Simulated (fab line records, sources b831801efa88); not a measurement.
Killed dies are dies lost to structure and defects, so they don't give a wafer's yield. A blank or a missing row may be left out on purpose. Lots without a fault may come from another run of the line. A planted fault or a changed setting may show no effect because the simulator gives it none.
A struck lot beside a sound one | flow sfq_line | 26 steps out of a route of 325
Sound: wafers L668.2, L668.3, L668.5. Struck: wafer L682.1. (L682.2, L682.3 of the same lot were not struck and are left out.) The cause comes at the end.
At each step with rows: each side's tool, then ch and its chambers, then its first start. Under that, the readings that differ: sound wafers | struck wafers | difference of the means | sigmas: that difference in standard deviations of wafers without a fault.
alike: readings whose means differ by less than 2 such deviations, and words and numbers that are the same on both sides. not compared: withheld readings, readings that some wafer has no value for, bounds like >300 that may hide the same value, and numbers for which the record gives no deviation and whose values overlap.
The two part at a step that has a row with sigmas, a row that says differs or no value, or rows on one side only. Numbers that don't overlap but have no deviation are shown without sigmas and don't part them. A reading that every wafer of one side lacks parts them only if that side has two wafers or more.

SFQ_L0_RS_MEAS_901: measures by four-point-probe.
  sound on film_metro-03, day 1 12:35; struck on film_metro-01, day 4 10:34
  alike: L0_MONX_KI_RS
SFQ_L0_THK_MEAS_902: measures by xrf.
  sound on film_metro-03, day 1 12:41; struck on film_metro-01, day 4 10:41
  alike: L0_MONX_KI_THK
then, 6 steps without rows for these wafers: SFQ_TRILAYER_L0_LITHO_COAT_010 (resist thk 62 nm); SFQ_TRILAYER_L0_LITHO_COAT_005 (resist thk 600 nm); SFQ_TRILAYER_L0_LITHO_SOFTBAKE_009; SFQ_TRILAYER_L0_LITHO_EXPOSE_006 (exposes mask L0, target cd 2000 nm); SFQ_TRILAYER_L0_LITHO_PEB_008 (peb time 60 s); SFQ_TRILAYER_L0_LITHO_DEVELOP_007 (time 60 s).
-- the record jumps here: 3 days lie between the struck wafers' starts before and after --
SFQ_TRILAYER_L0_BARC_OPEN_METAL_ETCH_010: etches BARC in O2, target depth 125 nm, time 41.7 s.
  sound on rie_metal-03 ch 0,1, day 4 04:49; struck on rie_metal-02 ch 0, day 7 13:38
  reading                     | sound       | struck | difference | sigmas
  drypump_motor_current_A (A) | 6.3 6.3 6.5 | 4.8    | -1.6       | -3
  alike: he_backside_leak_sccm, oes_product_au
  not compared: rf_hours_counter_h
then, 1 step without rows for these wafers: SFQ_TRILAYER_L0_ETCH_METAL_ETCH_008 (etches MoNx KI in SF6/O2, stops on SiO2, target depth 50 nm, time 25 s).
SFQ_TRILAYER_L0_STRIP_STRIP_009: strips in O2.
  sound on rie_metal-03 ch 0,1, day 4 04:55; struck on rie_metal-02 ch 0, day 7 13:44
  reading                      | sound          | struck | difference | sigmas
  drypump_motor_current_A (A)  | 6.3 6.3 6.5    | 4.8    | -1.6       | -3
  he_backside_leak_sccm (sccm) | 5.93 3.21 3.39 | 3.57   | -0.61      | -2
  alike: oes_product_au
  not compared: rf_hours_counter_h
then, 1 step without rows for these wafers: SFQ_TRILAYER_L0_STRIP_SOLV_CLEAN_010 (cleans in NMP, time 600 s).
SFQ_TRILAYER_L0_CAP_PECVD_011: deposits SiO2 from SiH4/N2O, time 13.333 s, target thk 60 nm.
  sound on pecvd-01 ch 1,2, day 4 05:43; struck on pecvd-03 ch 0, day 7 14:41
  reading                                             | sound             | struck | difference | sigmas
  model.SiO2_of_TRILAYER_L0_CAP_PECVD_011.thk_nm (nm) | 58.84 59.49 60.83 | 42.5   | -17.2      |
  alike: heater_power_w, throttle_valve_pct
then, 6 steps without rows for these wafers: SFQ_TRILAYER_L0_VIA_LITHO_COAT_018 (resist thk 62 nm); SFQ_TRILAYER_L0_VIA_LITHO_COAT_013 (resist thk 650 nm); SFQ_TRILAYER_L0_VIA_LITHO_SOFTBAKE_017; SFQ_TRILAYER_L0_VIA_LITHO_EXPOSE_014 (exposes mask L0V, target cd 700 nm); SFQ_TRILAYER_L0_VIA_LITHO_PEB_016 (peb time 60 s); SFQ_TRILAYER_L0_VIA_LITHO_DEVELOP_015 (time 60 s).
-- the record jumps here: 4 days lie between the struck wafers' starts before and after --
SFQ_L0V_OVL_MEAS_903:
  sound on overlay-02, day 7 07:38; struck on overlay-01, day 11 04:06
  alike: L0V_OVL
SFQ_TRILAYER_L0_VIA_BARC_OPEN_VIA_ETCH_021: etches BARC in O2, target depth 125 nm, time 41.7 s.
  sound on rie_diel-02 ch 0,1,3, day 7 07:40; struck on rie_diel-03 ch 0, day 11 04:08
  alike: drypump_motor_current_A, oes_product_au
  not compared: rf_hours_counter_h
SFQ_TRILAYER_L0_VIA_ETCH_VIA_ETCH_016: etches SiO2 in CHF3, stops on MoNx KI, target depth 80 nm.
  sound on rie_diel-02 ch 0,1,3, day 7 07:43; struck on rie_diel-03 ch 0, day 11 04:11
  reading                         | sound             | struck | difference | sigmas
  oes_product_au (a.u.)           | 0.831 0.841 0.845 | 0.702  | -0.137     | -19
  model.etch.depth_nm (nm)        | 58.84 59.49 60.83 | 42.5   | -17.2      |
  model.L0V.feature_depth_nm (nm) | 58.84 59.49 60.83 | 42.5   | -17.2      |
  alike: drypump_motor_current_A
SFQ_TRILAYER_L0_VIA_STRIP_STRIP_017: strips in O2.
  sound on rie_metal-03 ch 1, day 7 07:58; struck on rie_metal-01 ch 1, day 11 04:14
  reading                | sound | struck | difference                   | sigmas
  rf_hours_counter_h (h) | - - - | 157    | no value on the sound wafers |
  alike: drypump_motor_current_A, he_backside_leak_sccm, oes_product_au
then, 1 step without rows for these wafers: SFQ_TRILAYER_L0_VIA_STRIP_SOLV_CLEAN_018 (cleans in NMP, time 600 s).
SFQ_TRILAYER_M0_DEP_PRE_CLEAN_020: time 15 s.
  sound on pvd_sputter-05, day 7 09:08; struck on pvd_sputter-04, day 11 05:00
  reading                                             | sound             | struck | difference | sigmas
  model.SiO2_of_TRILAYER_L0_CAP_PECVD_011.thk_nm (nm) | 53.84 54.49 55.83 | 37.5   | -17.2      |
  alike: bias_v
SFQ_TRILAYER_M0_DEP_SPUTTER_019: material Nb, target thk 200 nm, time 133.3 s.
  sound on pvd_sputter-05, day 7 09:10; struck on pvd_sputter-04, day 11 05:02
  alike: base_pressure_pa, chamber_pressure_pa, throttle_valve_pct

WHERE THEY PART
First at SFQ_TRILAYER_L0_BARC_OPEN_METAL_ETCH_010; last, within this record, at SFQ_TRILAYER_L0_VIA_STRIP_STRIP_017. Later steps at which nothing parts them and some readings are alike: SFQ_TRILAYER_M0_DEP_PRE_CLEAN_020, SFQ_TRILAYER_M0_DEP_SPUTTER_019.

WHY: what the simulator had put in
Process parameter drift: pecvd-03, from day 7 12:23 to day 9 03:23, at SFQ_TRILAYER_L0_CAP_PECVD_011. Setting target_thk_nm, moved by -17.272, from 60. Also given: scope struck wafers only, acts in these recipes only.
